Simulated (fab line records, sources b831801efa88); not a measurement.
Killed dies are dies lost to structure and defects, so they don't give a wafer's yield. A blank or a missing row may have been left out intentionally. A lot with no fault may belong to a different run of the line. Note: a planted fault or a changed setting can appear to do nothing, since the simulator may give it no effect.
The tool behind it: which one? :: flow gf180mcu :: 6 lots, 18 wafers sampled, at 4 steps of a route of 602

WHAT THE GAUGES SHOWED, per wafer
GF_POLY_GATE_THK_MEAS_01.
lot: L433
measured: day 8 16:35
on: filmMetro-01
POLY_GATE_CVD_00_THK (nm): 199.1 200.1 197.8

lot: L435
measured: day 9 07:54
on: filmMetro-04
POLY_GATE_CVD_00_THK (nm): 198.7 200.1 199.9

lot: L438
measured: day 10 04:29
on: filmMetro-04
POLY_GATE_CVD_00_THK (nm): 202.2 198.4 200.6

lot: L440
measured: day 10 14:19
on: filmMetro-01
POLY_GATE_CVD_00_THK (nm): 201.5 198.4 200.7

lot: L442
measured: day 11 05:34
on: filmMetro-02
POLY_GATE_CVD_00_THK (nm): 199.3 200.1 200.9

lot: L450
measured: day 13 14:36
on: filmMetro-01
POLY_GATE_CVD_00_THK (nm): 252.8 252.5 252.2

WHAT TOOL EACH LOT RAN ON (gives the tool, then ch and the chambers of the sampled wafers, and finally the start)
lot: L433
GF_VT_IMPLANT_STRIP_09: plasmaAsher-01 ch 0, day 5 20:11
GF_DUAL_GATE_STRIP_13: plasmaAsher-01 ch 0,1, day 8 13:32
GF_POLY_GATE_CVD_00: lpcvd-02 ch 1, day 8 15:14

lot: L435
GF_VT_IMPLANT_STRIP_09: plasmaAsher-04 ch 0,1, day 6 09:26
GF_DUAL_GATE_STRIP_13: plasmaAsher-04 ch 0,1, day 9 04:41
GF_POLY_GATE_CVD_00: lpcvd-01 ch 1, day 9 06:34

lot: L438
GF_VT_IMPLANT_STRIP_09: plasmaAsher-02 ch 0,1, day 7 03:31
GF_DUAL_GATE_STRIP_13: plasmaAsher-04 ch 0,1, day 9 23:42
GF_POLY_GATE_CVD_00: lpcvd-02 ch 1, day 10 02:27

lot: L440
GF_VT_IMPLANT_STRIP_09: plasmaAsher-02 ch 0,1, day 7 13:26
GF_DUAL_GATE_STRIP_13: plasmaAsher-01 ch 0,1, day 10 11:11
GF_POLY_GATE_CVD_00: lpcvd-02 ch 0, day 10 12:59

lot: L442
GF_VT_IMPLANT_STRIP_09: plasmaAsher-02 ch 0,1, day 8 04:11
GF_DUAL_GATE_STRIP_13: plasmaAsher-03 ch 0,1, day 11 02:31
GF_POLY_GATE_CVD_00: lpcvd-02 ch 1, day 11 04:14

lot: L450
GF_VT_IMPLANT_STRIP_09: plasmaAsher-04 ch 0,1, day 10 04:41
GF_DUAL_GATE_STRIP_13: plasmaAsher-01 ch 0,1, day 13 11:34
GF_POLY_GATE_CVD_00: lpcvd-01 ch 0, day 13 13:16
- GF_VT_IMPLANT_STRIP_09: strips in O2/N2.
- GF_DUAL_GATE_STRIP_13: strips in O2/N2.
- GF_POLY_GATE_CVD_00: deposits poly-Si, target thk 200 nm, time 1200 s.

THE ANSWER, worked out from the rows above alone
Rule: what is usual is taken from the lots themselves. The widest of any qualifying gaps counts: lots, ordered by their means at a reading, are off when they make up no more than a third of the lots, leave a main group of 4 or more, and stand apart from it by 3 or more times the standard deviation of that group's means. Not used: any main group whose means are identical at the precision the tables above print for the reading. A lot without any number at a reading at which 4 lots or more have one is off too. Where the step has rows for the other lots, those lots are counted as sound.
Off: L450, seen at GF_POLY_GATE_THK_MEAS_01 (POLY_GATE_CVD_00_THK). For the main group the mean is 199.9 nm and the standard deviation 0.51.
A tool fits if, at a process step before that reading, it ran every lot that is off, and no sound lot after the first of them. Gauges at GF_POLY_GATE_THK_MEAS_01: tried the same way as those tools. Can't be told from this: 4 tools fit, plasmaAsher-04 at GF_VT_IMPLANT_STRIP_09, plasmaAsher-01 at GF_DUAL_GATE_STRIP_13, lpcvd-01 at GF_POLY_GATE_CVD_00, filmMetro-01 at GF_POLY_GATE_THK_MEAS_01.

WHAT HAD BEEN PUT IN BY THE SIMULATOR
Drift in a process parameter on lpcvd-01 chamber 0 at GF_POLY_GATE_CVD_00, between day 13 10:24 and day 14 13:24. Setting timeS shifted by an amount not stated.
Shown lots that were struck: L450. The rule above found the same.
